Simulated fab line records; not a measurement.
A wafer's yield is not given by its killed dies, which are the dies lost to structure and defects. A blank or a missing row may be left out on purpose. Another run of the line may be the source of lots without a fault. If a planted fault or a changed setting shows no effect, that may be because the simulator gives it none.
Which tool did it? :: flow sky130 :: 48 wafers from 16 lots sampled at 5 of the route's 708 steps

## WHAT THE GAUGES READ, wafer by wafer
SKY_NWELL_TW_MEAS_26. Usual: NWELL_2_TW typically reads 497, with standard deviation 5.
lot: L608
measured: day 5 22:33
on: film_metro-03
NWELL_2_TW: 497 497 497
flag: 

lot: L609
measured: day 6 05:47
on: film_metro-01
NWELL_2_TW: 501 500 503
flag: 

lot: L610
measured: day 6 07:14
on: film_metro-03
NWELL_2_TW: 496 496 499
flag: 

lot: L612
measured: day 6 12:38
on: film_metro-02
NWELL_2_TW: 490 492 486
flag: 

lot: L613
measured: day 6 18:40
on: film_metro-02
NWELL_2_TW: 489 490 491
flag: 

lot: L614
measured: day 6 23:48
on: film_metro-01
NWELL_2_TW: 501 503 502
flag: 

lot: L615
measured: day 7 08:50
on: film_metro-02
NWELL_2_TW: 490 491 491
flag: 

lot: L616
measured: day 7 12:50
on: film_metro-01
NWELL_2_TW: 503 503 504
flag: 

lot: L618
measured: day 7 19:41
on: film_metro-01
NWELL_2_TW: 502 503 503
flag: 

lot: L619
measured: day 8 01:50
on: film_metro-03
NWELL_2_TW: 490 492 494
flag: 

lot: L621
measured: day 8 12:31
on: film_metro-03
NWELL_2_TW: 493 494 492
flag: 

lot: L622
measured: day 8 17:27
on: film_metro-01
NWELL_2_TW: 502 503 504
flag: 

lot: L624
measured: day 9 06:15
on: film_metro-02
NWELL_2_TW: 488 490 489
flag: 

lot: L625
measured: day 9 10:29
on: film_metro-03
NWELL_2_TW: 497 493 496
flag: 

lot: L626
measured: day 9 19:02
on: film_metro-01
NWELL_2_TW: 503 503 502
flag: 

lot: L627
measured: day 10 00:38
on: film_metro-02
NWELL_2_TW: 491 493 492
flag: 

SKY_VT_ADJUST_HVTP_TW_MEAS_11. Usual: VT_ADJUST_HVTP_TW typically reads 1354, with standard deviation 17.
lot: L608
measured: day 6 18:04
on: film_metro-04
VT_ADJUST_HVTP_TW: 1320 1321 1329
flag: 

lot: L609
measured: day 7 01:47
on: film_metro-01
VT_ADJUST_HVTP_TW: 1371 1368 1372
flag: 

lot: L610
measured: day 7 03:04
on: film_metro-04
VT_ADJUST_HVTP_TW: 1326 1328 1323
flag: 

lot: L612
measured: day 7 07:49
on: film_metro-01
VT_ADJUST_HVTP_TW: 1374 1371 1377
flag: 

lot: L613
measured: day 7 13:52
on: film_metro-03
VT_ADJUST_HVTP_TW: 1351 1354 1356
flag: 

lot: L614
measured: day 7 19:04
on: film_metro-01
VT_ADJUST_HVTP_TW: 1369 1365 1373
flag: 

lot: L615
measured: day 8 04:44
on: film_metro-01
VT_ADJUST_HVTP_TW: 1377 1377 1376
flag: 

lot: L616
measured: day 8 08:04
on: film_metro-03
VT_ADJUST_HVTP_TW: 1352 1348 1348
flag: 

lot: L618
measured: day 8 16:19
on: film_metro-03
VT_ADJUST_HVTP_TW: 1347 1349 1352
flag: 

lot: L619
measured: day 8 22:39
on: film_metro-03
VT_ADJUST_HVTP_TW: 1354 1344 1361
flag: 

lot: L621
measured: day 9 09:59
on: film_metro-04
VT_ADJUST_HVTP_TW: 1324 1331 1338
flag: 

lot: L622
measured: day 9 15:09
on: film_metro-04
VT_ADJUST_HVTP_TW: 1329 1330 1332
flag: 

lot: L624
measured: day 10 03:55
on: film_metro-03
VT_ADJUST_HVTP_TW: 759 759 759
flag: OFF

lot: L625
measured: day 10 08:50
on: film_metro-03
VT_ADJUST_HVTP_TW: 761 759 761
flag: OFF

lot: L626
measured: day 10 18:17
on: film_metro-03
VT_ADJUST_HVTP_TW: 762 758 761
flag: OFF

lot: L627
measured: day 10 23:30
on: film_metro-01
VT_ADJUST_HVTP_TW: 767 761 769
flag: OFF

SKY_VT_ADJUST_LVTN_TW_MEAS_21. Usual: VT_ADJUST_LVTN_2_TW typically reads 186.2, with standard deviation 1.5.
lot: L608
measured: day 8 07:38
on: film_metro-02
VT_ADJUST_LVTN_2_TW: 185.7 185.3 186.1
flag: 

lot: L609
measured: day 8 16:02
on: film_metro-02
VT_ADJUST_LVTN_2_TW: 185.6 185.1 186.0
flag: 

lot: L610
measured: day 8 17:38
on: film_metro-02
VT_ADJUST_LVTN_2_TW: 186.3 186.9 186.5
flag: 

lot: L612
measured: day 8 22:43
on: film_metro-02
VT_ADJUST_LVTN_2_TW: 186.0 187.2 185.9
flag: 

lot: L613
measured: day 9 06:43
on: film_metro-02
VT_ADJUST_LVTN_2_TW: 184.8 183.5 184.1
flag: 

lot: L614
measured: day 9 11:01
on: film_metro-04
VT_ADJUST_LVTN_2_TW: 184.8 185.0 184.9
flag: 

lot: L615
measured: day 9 22:40
on: film_metro-02
VT_ADJUST_LVTN_2_TW: 186.1 182.9 183.5
flag: 

lot: L616
measured: day 10 02:11
on: film_metro-04
VT_ADJUST_LVTN_2_TW: 183.6 185.3 185.0
flag: 

lot: L618
measured: day 10 10:32
on: film_metro-02
VT_ADJUST_LVTN_2_TW: 186.9 186.7 186.8
flag: 

lot: L619
measured: day 10 17:56
on: film_metro-03
VT_ADJUST_LVTN_2_TW: 188.8 187.3 188.8
flag: 

lot: L621
measured: day 11 06:28
on: film_metro-04
VT_ADJUST_LVTN_2_TW: 184.3 184.0 184.2
flag: 

lot: L622
measured: day 11 12:11
on: film_metro-02
VT_ADJUST_LVTN_2_TW: 187.3 186.8 186.8
flag: 

lot: L624
measured: day 12 03:00
on: film_metro-03
VT_ADJUST_LVTN_2_TW: 187.2 187.4 187.1
flag: 

lot: L625
measured: day 12 07:59
on: film_metro-02
VT_ADJUST_LVTN_2_TW: 185.0 187.3 185.0
flag: 

lot: L626
measured: day 12 18:26
on: film_metro-03
VT_ADJUST_LVTN_2_TW: 187.7 188.3 187.9
flag: 

lot: L627
measured: day 13 00:11
on: film_metro-04
VT_ADJUST_LVTN_2_TW: 184.8 184.6 184.6
flag: 

## WHICH TOOL RAN EACH LOT (tool, then ch and the chambers of the sampled wafers, then the start)
lot: L608
SKY_PWDE_STRIP_09: plasma_asher-02 ch 0,1, day 4 09:31
SKY_VT_ADJUST_HVTP_IMPLANT_09: implanter-01 ch 0, day 6 17:50

lot: L609
SKY_PWDE_STRIP_09: plasma_asher-04 ch 0,1, day 4 17:38
SKY_VT_ADJUST_HVTP_IMPLANT_09: implanter-03 ch 0, day 7 01:32

lot: L610
SKY_PWDE_STRIP_09: plasma_asher-02 ch 0,1, day 4 17:59
SKY_VT_ADJUST_HVTP_IMPLANT_09: implanter-01 ch 0, day 7 02:49

lot: L612
SKY_PWDE_STRIP_09: plasma_asher-02 ch 0,1, day 4 22:44
SKY_VT_ADJUST_HVTP_IMPLANT_09: implanter-01 ch 0, day 7 07:34

lot: L613
SKY_PWDE_STRIP_09: plasma_asher-01 ch 0,1, day 5 04:31
SKY_VT_ADJUST_HVTP_IMPLANT_09: implanter-01 ch 0, day 7 13:40

lot: L614
SKY_PWDE_STRIP_09: plasma_asher-01 ch 0,1, day 5 08:55
SKY_VT_ADJUST_HVTP_IMPLANT_09: implanter-02 ch 0, day 7 18:50

lot: L615
SKY_PWDE_STRIP_09: plasma_asher-04 ch 0,1, day 5 18:55
SKY_VT_ADJUST_HVTP_IMPLANT_09: implanter-01 ch 0, day 8 04:29

lot: L616
SKY_PWDE_STRIP_09: plasma_asher-04 ch 0,1, day 5 22:47
SKY_VT_ADJUST_HVTP_IMPLANT_09: implanter-02 ch 0, day 8 07:49

lot: L618
SKY_PWDE_STRIP_09: plasma_asher-02 ch 0,1, day 6 05:53
SKY_VT_ADJUST_HVTP_IMPLANT_09: implanter-02 ch 0, day 8 16:04

lot: L619
SKY_PWDE_STRIP_09: plasma_asher-02 ch 0,1, day 6 11:38
SKY_VT_ADJUST_HVTP_IMPLANT_09: implanter-02 ch 0, day 8 22:24

lot: L621
SKY_PWDE_STRIP_09: plasma_asher-02 ch 0,1, day 6 22:22
SKY_VT_ADJUST_HVTP_IMPLANT_09: implanter-01 ch 0, day 9 09:46

lot: L622
SKY_PWDE_STRIP_09: plasma_asher-01 ch 0,1, day 7 02:32
SKY_VT_ADJUST_HVTP_IMPLANT_09: implanter-01 ch 0, day 9 14:55

lot: L624
SKY_PWDE_STRIP_09: plasma_asher-02 ch 1, day 7 13:23
SKY_VT_ADJUST_HVTP_IMPLANT_09: implanter-03 ch 0, day 10 03:41

lot: L625
SKY_PWDE_STRIP_09: plasma_asher-04 ch 0,1, day 7 17:37
SKY_VT_ADJUST_HVTP_IMPLANT_09: implanter-01 ch 0, day 10 08:35

lot: L626
SKY_PWDE_STRIP_09: plasma_asher-02 ch 0,1, day 7 23:47
SKY_VT_ADJUST_HVTP_IMPLANT_09: implanter-01 ch 0, day 10 18:02

lot: L627
SKY_PWDE_STRIP_09: plasma_asher-04 ch 0,1, day 8 06:02
SKY_VT_ADJUST_HVTP_IMPLANT_09: implanter-01 ch 0, day 10 23:15
- SKY_PWDE_STRIP_09: strips in O2/N2.
- SKY_VT_ADJUST_HVTP_IMPLANT_09

## WHAT THE TOOLS THEMSELVES READ (means of the sampled wafers that have a number; where no wafer has one, the mark that the record gives instead)
SKY_PWDE_STRIP_09. Usual: chamber_pressure_mTorr 1500.0 mTorr, standard deviation 1.5; drypump_motor_current_A 5.7 A, standard deviation 0.31; oes_product_au 0.722 a.u., standard deviation 0.0047; strip_time_to_endpoint_s 36.93 s, standard deviation 0.12.
lot: L608
tool: plasma_asher-02
chamber_pressure_mTorr (mTorr): 1500.1
drypump_motor_current_A (A): 5.5
oes_product_au (a.u.): 0.724
strip_time_to_endpoint_s (s): 37.08
flag: 

lot: L609
tool: plasma_asher-04
chamber_pressure_mTorr (mTorr): 1498.7
drypump_motor_current_A (A): 5.7
oes_product_au (a.u.): 0.724
strip_time_to_endpoint_s (s): 36.96
flag: 

lot: L610
tool: plasma_asher-02
chamber_pressure_mTorr (mTorr): 1498.9
drypump_motor_current_A (A): 5.5
oes_product_au (a.u.): 0.725
strip_time_to_endpoint_s (s): 36.89
flag: 

lot: L612
tool: plasma_asher-02
chamber_pressure_mTorr (mTorr): 1499.8
drypump_motor_current_A (A): 5.5
oes_product_au (a.u.): 0.725
strip_time_to_endpoint_s (s): 37.07
flag: 

lot: L613
tool: plasma_asher-01
chamber_pressure_mTorr (mTorr): 1500.6
drypump_motor_current_A (A): 6.0
oes_product_au (a.u.): 0.723
strip_time_to_endpoint_s (s): 37.09
flag: 

lot: L614
tool: plasma_asher-01
chamber_pressure_mTorr (mTorr): 1497.1
drypump_motor_current_A (A): 6.1
oes_product_au (a.u.): 0.724
strip_time_to_endpoint_s (s): 36.93
flag: 

lot: L615
tool: plasma_asher-04
chamber_pressure_mTorr (mTorr): 1500.4
drypump_motor_current_A (A): 5.7
oes_product_au (a.u.): 0.723
strip_time_to_endpoint_s (s): 37.05
flag: 

lot: L616
tool: plasma_asher-04
chamber_pressure_mTorr (mTorr): 1499.9
drypump_motor_current_A (A): 5.7
oes_product_au (a.u.): 0.724
strip_time_to_endpoint_s (s): 36.94
flag: 

lot: L618
tool: plasma_asher-02
chamber_pressure_mTorr (mTorr): 1499.7
drypump_motor_current_A (A): 5.4
oes_product_au (a.u.): 0.723
strip_time_to_endpoint_s (s): 37.04
flag: 

lot: L619
tool: plasma_asher-02
chamber_pressure_mTorr (mTorr): 1501.8
drypump_motor_current_A (A): 5.5
oes_product_au (a.u.): 0.723
strip_time_to_endpoint_s (s): 36.82
flag: 

lot: L621
tool: plasma_asher-02
chamber_pressure_mTorr (mTorr): 1500.3
drypump_motor_current_A (A): 5.4
oes_product_au (a.u.): 0.722
strip_time_to_endpoint_s (s): 36.91
flag: 

lot: L622
tool: plasma_asher-01
chamber_pressure_mTorr (mTorr): 1497.8
drypump_motor_current_A (A): 6.1
oes_product_au (a.u.): 0.723
strip_time_to_endpoint_s (s): 36.80
flag: 

lot: L624
tool: plasma_asher-02
chamber_pressure_mTorr (mTorr): 1500.3
drypump_motor_current_A (A): 5.4
oes_product_au (a.u.): 0.726
strip_time_to_endpoint_s (s): 36.90
flag: 

lot: L625
tool: plasma_asher-04
chamber_pressure_mTorr (mTorr): 1500.5
drypump_motor_current_A (A): 5.7
oes_product_au (a.u.): 0.718
strip_time_to_endpoint_s (s): 37.00
flag: 

lot: L626
tool: plasma_asher-02
chamber_pressure_mTorr (mTorr): 1498.3
drypump_motor_current_A (A): 5.4
oes_product_au (a.u.): 0.718
strip_time_to_endpoint_s (s): 36.79
flag: 

lot: L627
tool: plasma_asher-04
chamber_pressure_mTorr (mTorr): 1499.1
drypump_motor_current_A (A): 5.7
oes_product_au (a.u.): 0.724
strip_time_to_endpoint_s (s): 36.87
flag: 

## THE ANSWER, worked out from the rows above alone
Rule: a lot is off if the mean of its wafers that have a number lies more than 3 standard deviations from the usual mean. Also off: a lot with no number at a reading for which 4 or more lots have one. Where the step has rows for the other lots, those lots are counted as sound. First the gauges in route order, then the tools' own readings, where a lot's mean is used as printed above. The first step at which some lot is off is used, and at that step the reading that is off furthest; a lot without a number counts as furthest.
Off: L624, L625, L626, L627, at SKY_VT_ADJUST_HVTP_TW_MEAS_11 (VT_ADJUST_HVTP_TW).
A tool fits if, at a process step before that reading, it ran every lot that is off, and no sound lot after the first of them. The gauges at SKY_VT_ADJUST_HVTP_TW_MEAS_11 are tried like those tools. None of those tried fits.

## WHAT WAS PUT IN BY THE SIMULATOR
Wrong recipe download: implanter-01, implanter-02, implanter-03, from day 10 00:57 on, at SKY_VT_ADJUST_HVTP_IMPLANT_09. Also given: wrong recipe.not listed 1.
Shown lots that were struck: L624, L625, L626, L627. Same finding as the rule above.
